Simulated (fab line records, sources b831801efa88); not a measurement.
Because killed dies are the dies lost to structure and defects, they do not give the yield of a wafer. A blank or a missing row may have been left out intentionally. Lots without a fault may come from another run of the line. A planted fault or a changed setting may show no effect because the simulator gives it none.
One fault seen from 2 desks :: flow sky130 :: every desk sees just its own numbers, and what lay behind them comes last

DESK OF THE TOOL OWNER: pvdSputter-01
The tool's own readings at SKY_CAPM_SPUTTER_02 (material TiN, target thk 200 nm, time 166.7 s): means of the sampled wafers that have a number, for each lot that ran on this tool. Any lot whose mean is over 4 standard deviations away from the usual mean is out of limits and marked OUT; that distance is given in the brackets.
Columns: A = throttleValvePct at SKY_CAPM_SPUTTER_02, usual 30.6 %
lot: L844
first seen here: day 36 10:53
A: 31.5

lot: L854
first seen here: day 39 18:17
A: 30.9

lot: L855
first seen here: day 39 21:36
A: 29.9

lot: L867
first seen here: day 43 04:44
A: 30.8
This desk found nothing out of limits on any of the 4 lots.

FROM THE METROLOGY DESK
Means of the sampled wafers that have a number, per lot and without regard to the tool the lot ran on: this is what the gauges read. Any lot whose mean is over 4 standard deviations away from the usual mean is out of limits and marked OUT; that distance is given in the brackets.
Columns: A = SD_P_TW at SKY_SD_P_TW_MEAS_11, usual 2825; B = METAL1_OVL at SKY_METAL1_OVL_MEAS_16, usual -2 nm; C = CAPM_TIN_RS at SKY_CAPM_RS_MEAS_03, usual 6.91 ohm/sq; D = CAPM_TIN_THK at SKY_CAPM_THK_MEAS_04, usual 198.8 nm
lot: L844
first seen here: day 25 12:27
A: 2860
B: -3
C: 6.90
D: 199.7

lot: L845
first seen here: day 26 09:14
A: 2827
B: -1
C: 7.02
D: 196.5

lot: L854
first seen here: day 29 05:02
A: 2831
B: -5
C: 7.06
D: 193.6

lot: L855
first seen here: day 29 11:42
A: 2783
B: -2
C: 7.04
D: 194.2

lot: L857
first seen here: day 30 03:13
A: 2842
B: -1
C: 6.90
D: 199.7

lot: L860
first seen here: day 31 00:50
A: 2805
B: 1
C: 6.94
D: 198.4

lot: L861
first seen here: day 31 20:20
A: 2852
B: 3
C: 6.85
D: 200.2

lot: L863
first seen here: day 32 04:38
A: 2798
B: -7
C: 6.88
D: 199.1

lot: L866
first seen here: day 32 22:46
A: 2844
B: -5
C: 6.85
D: 200.3

lot: L867
first seen here: day 33 03:22
A: 2809
B: 1
C: 6.93
D: 197.8
This desk found nothing out of limits on any of the 10 lots.

BROUGHT TOGETHER
Nothing out of limits was seen by the tool owner's desk.
The metrology desk saw nothing out of limits.

WHAT WAS PUT IN BY THE SIMULATOR
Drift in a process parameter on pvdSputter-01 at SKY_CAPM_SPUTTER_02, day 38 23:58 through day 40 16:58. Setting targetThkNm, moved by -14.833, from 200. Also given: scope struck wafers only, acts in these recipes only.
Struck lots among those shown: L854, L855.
